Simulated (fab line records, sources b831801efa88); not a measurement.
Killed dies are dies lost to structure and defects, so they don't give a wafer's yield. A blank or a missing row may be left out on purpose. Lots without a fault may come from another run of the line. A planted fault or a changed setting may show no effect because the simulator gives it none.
Which tool did it? | flow sky130 | 14 lots, 42 wafers sampled, at 4 steps of a route of 708

WHAT THE GAUGES READ, wafer by wafer
SKY_VT_ADJUST_HVTR_OVL_MEAS_08. Usual: VT_ADJUST_HVTR_OVL 0.1 nm, standard deviation 1.4.
lot  | measured     | on         | VT_ADJUST_HVTR_OVL (nm) | flag
L924 | day 9 08:24  | overlay-01 | 1.1 1.9 0.8             |
L925 | day 9 19:16  | overlay-02 | -0.8 -1.8 -1.4          |
L928 | day 10 16:21 | overlay-02 | 0.2 2.0 -0.6            |
L929 | day 10 21:36 | overlay-02 | 1.5 -0.4 -0.9           |
L930 | day 11 08:33 | overlay-01 | 3.1 2.0 1.7             |
L932 | day 11 21:36 | overlay-01 | 0.7 0.7 0.7             |
L933 | day 12 07:16 | overlay-02 | -0.9 1.3 0.0            |
L934 | day 12 12:54 | overlay-02 | -0.2 1.4 0.5            |
L937 | day 13 16:46 | overlay-02 | -3.0 -2.0 -2.2          |
L938 | day 13 21:31 | overlay-02 | 0.9 1.0 0.9             |
L939 | day 14 08:21 | overlay-02 | 1.1 2.0 -0.7            |
L940 | day 14 13:51 | overlay-01 | -0.5 1.7 1.6            |
L941 | day 14 18:55 | overlay-02 | -1.5 -1.1 -0.1          |
L942 | day 15 02:55 | overlay-02 | -2.8 -1.6 -1.9          |

SKY_LDD_P_OVL_MEAS_08. Usual: LDD_P_OVL 0.1 nm, standard deviation 1.6.
lot  | measured     | on         | LDD_P_OVL (nm) | flag
L924 | day 18 19:37 | overlay-02 | -0.6 1.2 2.0   |
L925 | day 19 05:10 | overlay-01 | 0.6 1.4 0.2    |
L928 | day 20 15:11 | overlay-02 | 0.8 -1.8 -0.4  |
L929 | day 20 21:15 | overlay-02 | 1.5 -1.4 -0.5  |
L930 | day 21 09:40 | overlay-01 | 3.1 1.9 0.5    |
L932 | day 21 21:24 | overlay-01 | 2.4 1.9 1.3    |
L933 | day 22 19:36 | overlay-02 | 0.4 -0.9 -1.7  |
L934 | day 22 21:06 | overlay-01 | 1.9 0.3 4.0    |
L937 | day 24 03:34 | overlay-02 | -0.4 -0.8 -1.4 |
L938 | day 24 11:34 | overlay-02 | -1.0 -2.0 -2.7 |
L939 | day 24 21:45 | overlay-02 | 1.6 2.1 -0.8   |
L940 | day 25 01:24 | overlay-01 | 0.6 1.5 0.2    |
L941 | day 25 12:12 | overlay-02 | 0.8 0.4 -0.7   |
L942 | day 25 19:01 | overlay-02 | -2.4 -1.8 -1.9 |

SKY_RES_XHIGH_TW_MEAS_09. Usual: RES_XHIGH_TW 1659, standard deviation 15.
lot  | measured     | on            | RES_XHIGH_TW   | flag
L924 | day 26 11:59 | film_metro-01 | 1666 1664 1656 |
L925 | day 26 22:29 | film_metro-03 | 1625 1631 1644 |
L928 | day 28 07:32 | film_metro-03 | 1627 1642 1623 |
L929 | day 28 11:11 | film_metro-03 | 1636 1642 1635 |
L930 | day 28 22:54 | film_metro-02 | 1655 1663 1663 |
L932 | day 29 08:13 | film_metro-01 | 1676 1676 1674 |
L933 | day 30 10:20 | film_metro-02 | 1665 1667 1670 |
L934 | day 30 10:26 | film_metro-01 | 1674 1667 1668 |
L937 | day 31 11:16 | film_metro-01 | 1664 1657 1665 |
L938 | day 31 19:40 | film_metro-01 | 1666 1666 1661 |
L939 | day 32 04:44 | film_metro-02 | 1670 1673 1674 |
L940 | day 32 06:23 | film_metro-03 | 1631 1645 1640 |
L941 | day 32 18:00 | film_metro-02 | 1664 1665 1674 |
L942 | day 33 01:52 | film_metro-03 | 1643 1647 1645 |

WHICH TOOL RAN EACH LOT (tool, then ch and the chambers of the sampled wafers, then the start)
lot  | SKY_LDD_HVP_IMPLANT_08
L924 | implanter-01 ch 0, day 21 09:38
L925 | implanter-01 ch 0, day 21 18:53
L928 | implanter-03 ch 0, day 23 04:13
L929 | implanter-01 ch 0, day 23 10:08
L930 | implanter-04 ch 0, day 23 22:38
L932 | implanter-04 ch 0, day 24 10:01
L933 | implanter-03 ch 0, day 25 08:18
L934 | implanter-03 ch 0, day 25 09:46
L937 | implanter-04 ch 0, day 26 15:20
L938 | implanter-03 ch 0, day 26 23:44
L939 | implanter-04 ch 0, day 27 08:32
L940 | implanter-04 ch 0, day 27 11:17
L941 | implanter-03 ch 0, day 27 22:44
L942 | implanter-03 ch 0, day 28 05:44
- SKY_LDD_HVP_IMPLANT_08

WHAT THE TOOLS THEMSELVES READ (means of the sampled wafers that have a number; where no wafer has one, the mark that the record gives instead)
SKY_LDD_HVP_IMPLANT_08. Usual: beam_energy_keV 19.999, standard deviation 0.0056.
lot  | tool         | beam_energy_keV | flag
L924 | implanter-01 | 19.999          |
L925 | implanter-01 | 19.996          |
L928 | implanter-03 | 19.998          |
L929 | implanter-01 | 19.999          |
L930 | implanter-04 | 19.997          |
L932 | implanter-04 | 20.001          |
L933 | implanter-03 | 19.996          |
L934 | implanter-03 | 20.008          |
L937 | implanter-04 | 20.001          |
L938 | implanter-03 | 20.004          |
L939 | implanter-04 | 20.003          |
L940 | implanter-04 | 20.000          |
L941 | implanter-03 | 21.119          | OFF
L942 | implanter-03 | 21.118          | OFF

THE ANSWER, worked out from the rows above alone
Rule: a lot is off if the mean of its wafers that have a number lies more than 3 standard deviations from the usual mean. A lot without any number at a reading at which 4 lots or more have one is off too. The other lots that the step has rows for count as sound. The gauges are gone through in route order, then the tools' own readings, and for those a lot's mean is taken as printed above. The first step at which some lot is off is used, and at that step the reading that is off furthest; a lot without a number counts as furthest.
Off: L941, L942, at SKY_LDD_HVP_IMPLANT_08 (beam_energy_keV).
A tool fits if, at that step or a process step before it, it ran every lot that is off, and no sound lot after the first of them. One fits: implanter-03 at SKY_LDD_HVP_IMPLANT_08. Its last sound lot is L938 (day 26 23:44), its first lot that is off L941 (day 27 22:44): a fault that began between those two fits.
The tool's own readings at SKY_LDD_HVP_IMPLANT_08 bear it out: on the lots that are off they differ by more than 5 times the standard deviation of the sound lots' means. beam_energy_keV reads 21.118 there against 20.000 on the sound lots.

WHAT THE SIMULATOR HAD PUT IN
Process parameter drift: implanter-03, from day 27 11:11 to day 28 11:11, at SKY_LDD_HVP_IMPLANT_08. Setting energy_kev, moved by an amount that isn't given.
Lots struck among those shown: L941, L942. The rule above found the same.
